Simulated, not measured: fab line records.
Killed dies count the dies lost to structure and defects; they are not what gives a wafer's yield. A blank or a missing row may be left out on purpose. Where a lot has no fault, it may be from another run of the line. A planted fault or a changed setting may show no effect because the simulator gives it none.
Matching of chambers || flow gf180mcu || cmp-02 running GF_V1_CMP_26: 4 sister chambers
The step polishes, stops on SiO2, t overpolish 15 s, target thk 0 nm. 30 wafers are shown with their chamber, then 12 later ones without.

== WAFERS PAIRED WITH THEIR CHAMBERS ==
{"wafer": "L074.1", "chamber": 3, "motor_current_A (A)": 9.2, "time_to_endpoint_s (s)": 82, "overpolish_run_s (s)": 15.009}
{"wafer": "L074.2", "chamber": 0, "motor_current_A (A)": 9.5, "time_to_endpoint_s (s)": 84, "overpolish_run_s (s)": 15.002}
{"wafer": "L074.6", "chamber": 3, "motor_current_A (A)": 9.4, "time_to_endpoint_s (s)": 85, "overpolish_run_s (s)": 14.998}
{"wafer": "L077.2", "chamber": 3, "motor_current_A (A)": 9.0, "time_to_endpoint_s (s)": 93, "overpolish_run_s (s)": 15.003}
{"wafer": "L077.3", "chamber": 2, "motor_current_A (A)": 11.7, "time_to_endpoint_s (s)": 91, "overpolish_run_s (s)": 14.991}
{"wafer": "L077.6", "chamber": 2, "motor_current_A (A)": 11.1, "time_to_endpoint_s (s)": 87, "overpolish_run_s (s)": 15.005}
{"wafer": "L079.1", "chamber": 2, "motor_current_A (A)": 11.7, "time_to_endpoint_s (s)": 81, "overpolish_run_s (s)": 14.987}
{"wafer": "L079.3", "chamber": 0, "motor_current_A (A)": 10.1, "time_to_endpoint_s (s)": 84, "overpolish_run_s (s)": 14.997}
{"wafer": "L079.4", "chamber": 3, "motor_current_A (A)": 9.2, "time_to_endpoint_s (s)": 84, "overpolish_run_s (s)": 14.999}
{"wafer": "L081.2", "chamber": 0, "motor_current_A (A)": 10.1, "time_to_endpoint_s (s)": 81, "overpolish_run_s (s)": 14.998}
{"wafer": "L081.4", "chamber": 2, "motor_current_A (A)": 11.4, "time_to_endpoint_s (s)": 82, "overpolish_run_s (s)": 14.995}
{"wafer": "L081.5", "chamber": 2, "motor_current_A (A)": 11.4, "time_to_endpoint_s (s)": 86, "overpolish_run_s (s)": 15.001}
{"wafer": "L082.1", "chamber": 3, "motor_current_A (A)": 9.5, "time_to_endpoint_s (s)": 88, "overpolish_run_s (s)": 15.007}
{"wafer": "L082.5", "chamber": 2, "motor_current_A (A)": 11.4, "time_to_endpoint_s (s)": 83, "overpolish_run_s (s)": 14.997}
{"wafer": "L082.6", "chamber": 3, "motor_current_A (A)": 9.5, "time_to_endpoint_s (s)": 88, "overpolish_run_s (s)": 15.004}
{"wafer": "L084.3", "chamber": 0, "motor_current_A (A)": 10.7, "time_to_endpoint_s (s)": 88, "overpolish_run_s (s)": 15.006}
{"wafer": "L084.4", "chamber": 3, "motor_current_A (A)": 9.3, "time_to_endpoint_s (s)": 85, "overpolish_run_s (s)": 14.995}
{"wafer": "L084.6", "chamber": 3, "motor_current_A (A)": 9.4, "time_to_endpoint_s (s)": 88, "overpolish_run_s (s)": 14.997}
{"wafer": "L085.1", "chamber": 0, "motor_current_A (A)": 10.0, "time_to_endpoint_s (s)": 83, "overpolish_run_s (s)": 14.998}
{"wafer": "L085.2", "chamber": 3, "motor_current_A (A)": 9.5, "time_to_endpoint_s (s)": 85, "overpolish_run_s (s)": 15.004}
{"wafer": "L085.3", "chamber": 2, "motor_current_A (A)": 11.0, "time_to_endpoint_s (s)": 81, "overpolish_run_s (s)": 15.007}
{"wafer": "L089.1", "chamber": 2, "motor_current_A (A)": 11.3, "time_to_endpoint_s (s)": 87, "overpolish_run_s (s)": 15.016}
{"wafer": "L089.3", "chamber": 1, "motor_current_A (A)": 9.3, "time_to_endpoint_s (s)": 73, "overpolish_run_s (s)": 15.011}
{"wafer": "L089.6", "chamber": 0, "motor_current_A (A)": 9.3, "time_to_endpoint_s (s)": 81, "overpolish_run_s (s)": 15.012}
{"wafer": "L090.1", "chamber": 3, "motor_current_A (A)": 9.4, "time_to_endpoint_s (s)": 87, "overpolish_run_s (s)": 14.983}
{"wafer": "L090.2", "chamber": 2, "motor_current_A (A)": 11.5, "time_to_endpoint_s (s)": 86, "overpolish_run_s (s)": 15.003}
{"wafer": "L090.3", "chamber": 0, "motor_current_A (A)": 9.8, "time_to_endpoint_s (s)": 80, "overpolish_run_s (s)": 15.001}
{"wafer": "L091.4", "chamber": 1, "motor_current_A (A)": 8.8, "time_to_endpoint_s (s)": 78, "overpolish_run_s (s)": 15.008}
{"wafer": "L091.5", "chamber": 0, "motor_current_A (A)": 9.9, "time_to_endpoint_s (s)": 83, "overpolish_run_s (s)": 14.996}
{"wafer": "L091.6", "chamber": 3, "motor_current_A (A)": 9.1, "time_to_endpoint_s (s)": 84, "overpolish_run_s (s)": 14.988}

SIGNATURES (means of the wafers above)
{"reading": "motor_current_A", "chamber 0": 9.925, "chamber 1": 9.050, "chamber 2": 11.389, "chamber 3": 9.318, "scatter within a chamber": 0.286}
{"reading": "time_to_endpoint_s", "chamber 0": 83.00, "chamber 1": 75.50, "chamber 2": 84.89, "chamber 3": 86.27, "scatter within a chamber": 3.01}
{"reading": "overpolish_run_s", "chamber 0": 15.00125, "chamber 1": 15.00950, "chamber 2": 15.00022, "chamber 3": 14.99882, "scatter within a chamber": 0.0075}
Rule: for a wafer and a chamber, the distance is found by dividing, reading by reading, the gap between the wafer's reading and the chamber's mean by the reading's scatter, squaring, summing and taking the root. If the next closest chamber is less than 2 further off than the closest, the wafer can't be placed; otherwise it belongs to the closest. The scatter is the square root of a quotient: the sum, over the shown wafers, of each reading's squared deviation from its chamber's mean, divided by wafers minus chambers.

== WAFERS WHOSE CHAMBER IS MISSING ==
{"wafer": "L093.1", "motor_current_A (A)": 9.1, "time_to_endpoint_s (s)": 74, "overpolish_run_s (s)": 15.009}
{"wafer": "L093.3", "motor_current_A (A)": 9.2, "time_to_endpoint_s (s)": 85, "overpolish_run_s (s)": 15.001}
{"wafer": "L093.5", "motor_current_A (A)": 9.7, "time_to_endpoint_s (s)": 81, "overpolish_run_s (s)": 15.013}
{"wafer": "L094.1", "motor_current_A (A)": 9.8, "time_to_endpoint_s (s)": 85, "overpolish_run_s (s)": 14.999}
{"wafer": "L094.4", "motor_current_A (A)": 9.3, "time_to_endpoint_s (s)": 77, "overpolish_run_s (s)": 14.997}
{"wafer": "L094.5", "motor_current_A (A)": 9.0, "time_to_endpoint_s (s)": 74, "overpolish_run_s (s)": 15.012}
{"wafer": "L095.1", "motor_current_A (A)": 9.3, "time_to_endpoint_s (s)": 83, "overpolish_run_s (s)": 14.977}
{"wafer": "L095.4", "motor_current_A (A)": 11.5, "time_to_endpoint_s (s)": 82, "overpolish_run_s (s)": 15.008}
{"wafer": "L095.5", "motor_current_A (A)": 11.6, "time_to_endpoint_s (s)": 84, "overpolish_run_s (s)": 14.998}
{"wafer": "L096.2", "motor_current_A (A)": 8.7, "time_to_endpoint_s (s)": 82, "overpolish_run_s (s)": 14.989}
{"wafer": "L096.4", "motor_current_A (A)": 11.8, "time_to_endpoint_s (s)": 80, "overpolish_run_s (s)": 14.989}
{"wafer": "L096.5", "motor_current_A (A)": 8.8, "time_to_endpoint_s (s)": 73, "overpolish_run_s (s)": 15.005}

== EACH ONE'S CHAMBER ==
{"wafer": "L093.1", "from the rows above": 1, "in truth": 1}
{"wafer": "L093.3", "from the rows above": "can't be placed: 3 or 0", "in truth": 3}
{"wafer": "L093.5", "from the rows above": "can't be placed: 0 or 3 or 1", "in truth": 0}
{"wafer": "L094.1", "from the rows above": "can't be placed: 0 or 3", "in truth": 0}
{"wafer": "L094.4", "from the rows above": "can't be placed: 1 or 0 or 3", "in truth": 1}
{"wafer": "L094.5", "from the rows above": 1, "in truth": 1}
{"wafer": "L095.1", "from the rows above": "can't be placed: 3 or 0 or 1", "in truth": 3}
{"wafer": "L095.4", "from the rows above": 2, "in truth": 2}
{"wafer": "L095.5", "from the rows above": 2, "in truth": 2}
{"wafer": "L096.2", "from the rows above": "can't be placed: 3 or 1 or 0", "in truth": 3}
{"wafer": "L096.4", "from the rows above": 2, "in truth": 2}
{"wafer": "L096.5", "from the rows above": 1, "in truth": 1}
Correct placement for 6 of the 12. Can't be placed from these rows: 6 (the true chamber is among the candidates in 6). Number placed wrongly: 0.
